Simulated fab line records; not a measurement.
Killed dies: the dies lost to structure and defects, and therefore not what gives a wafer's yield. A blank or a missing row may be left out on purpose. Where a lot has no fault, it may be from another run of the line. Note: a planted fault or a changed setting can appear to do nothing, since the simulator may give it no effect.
The same fault as seen by 2 desks / flow sky130 / what lay behind the numbers comes last; until then each desk has only its own

## FOR THE TOOL OWNER'S DESK: implanter-01
SKY_VT_ADJUST_NCORE_IMPLANT_09, tool's own readings: per-lot mean of the sampled wafers with a number, covering each lot this tool ran. Any lot whose mean is over 4 standard deviations away from the usual mean is out of limits and marked OUT; that distance is given in the brackets.
Columns: A = dose ions cm2 at SKY_VT_ADJUST_NCORE_IMPLANT_09, usual 2.4002e+12; B = faraday current uA at SKY_VT_ADJUST_NCORE_IMPLANT_09, usual 13.51
lot=L472; first seen here=day 10 00:13; A=2.4009e+12; B=13.83
lot=L482; first seen here=day 12 05:43; A=2.0726e+12 (-99 or more) OUT; B=11.49 (-7.0) OUT
lot=L483; first seen here=day 12 14:35; A=2.0778e+12 (-99 or more) OUT; B=11.75 (-6.1) OUT
lot=L486; first seen here=day 13 03:53; A=2.0728e+12 (-99 or more) OUT; B=11.59 (-6.6) OUT
lot=L493; first seen here=day 15 14:31; A=2.4026e+12; B=13.58
This desk's finding: out of limits on L482, L483, L486; first on L482, day 12 05:43 (dose ions cm2 at SKY_VT_ADJUST_NCORE_IMPLANT_09). L472, L493: within limits.

## THE METROLOGY DESK
What the gauges read for every lot (on any tool): the sampled wafers with a number, averaged. Any lot whose mean is over 4 standard deviations away from the usual mean is out of limits and marked OUT; that distance is given in the brackets.
Columns: A = VT_ADJUST_NCORE_TW at SKY_VT_ADJUST_NCORE_TW_MEAS_11, usual 221.6; B = VT_ADJUST_PCH_TW at SKY_VT_ADJUST_PCH_TW_MEAS_10, usual 143.9; C = cd nm at SKY_SONOS_TUNNEL_CD_MEAS_07, usual 409.6 nm
lot=L471; first seen here=day 8 21:37; A=220.5; B=143.9; C=407.7
lot=L472; first seen here=day 10 00:28; A=221.8; B=143.5; C=414.9
lot=L473; first seen here=day 10 01:21; A=220.6; B=144.2; C=410.5
lot=L474; first seen here=day 10 17:46; A=223.1; B=144.8; C=407.4
lot=L477; first seen here=day 10 22:02; A=221.3; B=144.0; C=411.2
lot=L482; first seen here=day 12 05:57; A=214.0 (-7.7) OUT; B=144.5; C=406.0
lot=L483; first seen here=day 12 14:50; A=212.7 (-9.1) OUT; B=143.0; C=409.7
lot=L486; first seen here=day 13 04:05; A=212.3 (-9.5) OUT; B=145.1; C=409.9
lot=L488; first seen here=day 14 16:31; A=222.7; B=144.8; C=408.1
lot=L490; first seen here=day 15 02:40; A=222.2; B=142.2; C=410.5
lot=L492; first seen here=day 15 04:25; A=221.1; B=142.8; C=407.9
lot=L493; first seen here=day 15 14:44; A=221.6; B=143.5; C=409.3
This desk's result: L482, L483, L486 out of limits, first on L482 (VT_ADJUST_NCORE_TW at SKY_VT_ADJUST_NCORE_TW_MEAS_11), day 12 05:57. L471, L472, L473, L474, L477, L488, L490, L492, L493: within limits.

## TAKEN TOGETHER
On L482, L483, L486, at day 12 05:43, an alarm was possible from the tool owner's desk.
An alarm was possible from the metrology desk at day 12 05:57, on L482, L483, L486.
Of the lots named, all ran SKY_VT_ADJUST_NCORE_IMPLANT_09 on implanter-01.

## WHAT HAD BEEN PUT IN BY THE SIMULATOR
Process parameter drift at SKY_VT_ADJUST_NCORE_IMPLANT_09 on implanter-01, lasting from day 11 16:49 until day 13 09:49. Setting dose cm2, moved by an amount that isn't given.
Shown lots that were struck: L482, L483, L486.
Delay (hours) between the fault's onset and each desk's first out-of-limits reading: 13 at the tool owner's desk, 13 at the metrology desk.
